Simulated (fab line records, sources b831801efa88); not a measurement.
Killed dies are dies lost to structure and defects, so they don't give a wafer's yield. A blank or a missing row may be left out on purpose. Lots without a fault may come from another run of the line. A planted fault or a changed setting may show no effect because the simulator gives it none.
Which tool did it? | flow gf180mcu | 6 lots, 18 wafers sampled, at 1 step of a route of 602

WHAT THE GAUGES READ, wafer by wafer
GF_M2_CD_MEAS_14: target cd 280 nm.
lot  | measured     | on        | cd_nm (nm)
L511 | day 20 02:46 | cd_sem-01 | 281.4 281.7 280.7
L517 | day 22 05:56 | cd_sem-01 | 279.8 278.7 280.7
L523 | day 24 08:41 | cd_sem-02 | 282.3 282.7 282.5
L525 | day 24 21:31 | cd_sem-01 | 280.4 280.5 280.6
L529 | day 26 03:50 | cd_sem-02 | 279.8 280.4 279.7
L532 | day 27 00:50 | cd_sem-01 | 279.8 280.4 280.3

WHICH TOOL RAN EACH LOT (tool, then ch and the chambers of the sampled wafers, then the start)
The record holds no process step before these readings.

THE ANSWER, worked out from the rows above alone
Rule: what is usual is taken from the lots themselves. Put in order of their means at a reading, lots are off if they are a third of the lots or fewer, leave a main group of 4 or more, and stand apart from it by a gap of 3 or more times the standard deviation of the main group's means; of several such gaps the widest counts. A main group whose means are all the same, to the digits that the tables above print for the reading, isn't used. A lot without any number at a reading at which 4 lots or more have one is off too. The other lots that the step has rows for count as sound.
No lot is off at any reading shown: from this, nothing can be told.

WHAT THE SIMULATOR HAD PUT IN
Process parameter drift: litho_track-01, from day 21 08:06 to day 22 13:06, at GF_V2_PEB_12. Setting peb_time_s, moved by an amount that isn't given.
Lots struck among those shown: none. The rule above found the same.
